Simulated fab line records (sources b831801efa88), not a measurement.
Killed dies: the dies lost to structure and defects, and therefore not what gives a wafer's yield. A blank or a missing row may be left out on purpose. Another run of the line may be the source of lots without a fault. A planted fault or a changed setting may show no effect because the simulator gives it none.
Which tool was responsible?    flow sky130    12 lots, 36 wafers sampled, at 3 steps of a route of 708

== WHAT EACH GAUGE READ, for each wafer ==
SKY_METAL5_RS_MEAS_05: measurement is done with a four-point probe. Usual: METAL5_ALCU_RS gives 0.0270 ohm/sq (standard deviation 0.00036).
lot   measured      on             METAL5_ALCU_RS (ohm/sq)  flag
L676  day 42 23:38  film metro-02  0.0271 0.0274 0.0271     
L677  day 43 10:52  film metro-02  0.0273 0.0277 0.0269     
L678  day 43 13:59  film metro-02  0.0270 0.0269 0.0275     
L680  day 44 09:29  film metro-02  0.0270 0.0269 0.0277     
L681  day 44 22:38  film metro-04  0.0269 0.0268 0.0266     
L683  day 45 01:27  film metro-01  0.0262 0.0270 0.0269     
L684  day 45 22:47  film metro-01  0.0272 0.0276 0.0267     
L685  day 46 01:40  film metro-01  0.0273 0.0271 0.0271     
L688  day 46 11:18  film metro-04  0.0269 0.0277 0.0269     
L689  day 46 14:43  film metro-04  0.0272 0.0272 0.0266     
L695  day 47 23:50  film metro-01  0.0268 0.0266 0.0266     
L698  day 48 21:36  film metro-01  0.0274 0.0271 0.0274     

SKY_METAL5_THK_MEAS_06: measures by xrf. Usual: METAL5_ALCU_THK gives 1148 nm (standard deviation 16).
lot   measured      on             METAL5_ALCU_THK (nm)  flag
L676  day 42 23:46  film metro-02  1142 1136 1149        
L677  day 43 10:59  film metro-02  1132 1120 1151        
L678  day 43 14:05  film metro-02  1143 1142 1122        
L680  day 44 09:37  film metro-02  1147 1153 1120        
L681  day 44 22:44  film metro-04  1158 1163 1172        
L683  day 45 01:34  film metro-01  1187 1152 1156        
L684  day 45 22:54  film metro-01  1141 1126 1154        
L685  day 46 01:47  film metro-01  1129 1140 1147        
L688  day 46 11:23  film metro-04  1148 1120 1153        
L689  day 46 14:49  film metro-04  1143 1137 1162        
L695  day 47 23:57  film metro-01  1151 1159 1151        
L698  day 48 21:43  film metro-01  1129 1154 1125        

== WHAT TOOL EACH LOT RAN ON (gives the tool, then ch and the chambers of the sampled wafers, and finally the start) ==
lot   SKY_LDD_P_STRIP_10
L676  plasma asher-01 ch 0,1, day 19 05:11
L677  plasma asher-02 ch 0,1, day 19 19:47
L678  plasma asher-02 ch 0,1, day 19 23:28
L680  plasma asher-02 ch 0,1, day 21 00:41
L681  plasma asher-02 ch 0,1, day 21 18:10
L683  plasma asher-01 ch 0,1, day 22 02:47
L684  plasma asher-02 ch 0,1, day 23 06:59
L685  plasma asher-01 ch 0,1, day 23 13:15
L688  plasma asher-02 ch 0,1, day 24 02:58
L689  plasma asher-01 ch 0,1, day 24 06:26
L695  plasma asher-02 ch 0,1, day 26 05:08
L698  plasma asher-02 ch 0,1, day 27 07:11
- SKY_LDD_P_STRIP_10: strips in O2/N2.

== AS READ BY THE TOOLS THEMSELVES (means over the sampled wafers that have a number; for cases with no such wafer, the mark the record gives instead) ==
SKY_LDD_P_STRIP_10. Usual: chamber pressure mTorr 1500.0 mTorr, standard deviation 1.3; drypump motor current A 5.7 A, standard deviation 0.38; oes product au 0.716 a.u., standard deviation 0.0048; strip time to endpoint s 14.19 s, standard deviation 0.045.
lot   tool             chamber pressure mTorr (mTorr)  drypump motor current A (A)  oes product au (a.u.)  strip time to endpoint s (s)  flag
L676  plasma asher-01  1499.7                          5.3                          0.717                  14.24                         
L677  plasma asher-02  1500.7                          6.2                          0.721                  14.21                         
L678  plasma asher-02  1498.7                          6.1                          0.720                  14.22                         
L680  plasma asher-02  1499.1                          6.1                          0.718                  14.25                         
L681  plasma asher-02  1499.5                          6.2                          0.716                  14.11                         
L683  plasma asher-01  1499.5                          5.4                          0.717                  14.15                         
L684  plasma asher-02  1500.1                          6.2                          0.714                  14.17                         
L685  plasma asher-01  1499.0                          5.3                          0.712                  14.23                         
L688  plasma asher-02  1498.8                          6.0                          0.719                  14.20                         
L689  plasma asher-01  1499.3                          5.3                          0.711                  14.21                         
L695  plasma asher-02  1501.0                          6.0                          0.716                  14.20                         
L698  plasma asher-02  1499.9                          6.0                          0.715                  14.22                         

== THE ANSWER, worked out from the rows above alone ==
Rule: lot off if the mean of its wafers having a number is beyond 3 standard deviations from the usual mean. A lot without any number at a reading at which 4 lots or more have one is off too. Any other lot the step has rows for is counted as sound. After the gauges, taken in route order, come the tools' own readings; for these a lot's mean is taken, as printed above. At the first step where some lot is off, the reading lying furthest off is the one used; lots without a number count as furthest.
Nothing can be told from this: no lot is off at any reading shown.

== WHAT THE SIMULATOR HAD INSERTED ==
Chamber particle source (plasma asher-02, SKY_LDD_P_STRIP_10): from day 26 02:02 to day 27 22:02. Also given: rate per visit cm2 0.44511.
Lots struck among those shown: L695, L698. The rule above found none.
